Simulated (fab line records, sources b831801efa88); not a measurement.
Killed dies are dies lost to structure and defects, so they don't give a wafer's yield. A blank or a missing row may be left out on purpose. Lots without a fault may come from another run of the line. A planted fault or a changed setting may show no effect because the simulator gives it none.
Chamber matching | flow sky130 | SKY_POLY_GATE_ETCH_15 on rie_diel-04: 4 sister chambers
The step etches BARC in N2/H2, stops on SiO2, time 118.5 s, target depth 110 nm. 4 wafers are shown with their chamber, then 7 later ones without.

WAFERS WITH THEIR CHAMBER
wafer  | chamber | drypump_motor_current_A (A)
L797.5 | 3       | 5.8
L805.6 | 2       | 6.4
L812.2 | 0       | 5.5
L812.4 | 1       | 5.0

WAFERS WITHOUT THEIR CHAMBER
wafer  | drypump_motor_current_A (A)
L812.6 | 5.9
L813.2 | 6.4
L813.3 | 5.1
L813.6 | 5.9
L816.1 | 5.8
L816.2 | 6.4
L816.4 | 5.5

WHICH CHAMBER EACH WENT THROUGH
wafer  | from the rows above | in truth
L812.6 | 3                   | 3
L813.2 | 2                   | 2
L813.3 | 1                   | 1
L813.6 | 3                   | 3
L816.1 | 3                   | 3
L816.2 | 2                   | 2
L816.4 | 0                   | 0
Placed correctly: 7 of 7. Can't be placed from these rows: 0. Placed wrongly: 0.
How it was worked out, from the rows above alone: a wafer's distance from a chamber is the root of the sum, over the readings, of the square of ((its reading less the chamber's mean) divided by the reading's scatter). The wafer belongs to the nearest chamber; if the next one is less than 2 further off, it can't be placed. A chamber's mean is the mean of its shown wafers. The scatter: with one shown wafer a chamber, the root of the mean of the squares of how far each hidden wafer lies from its nearest shown one.
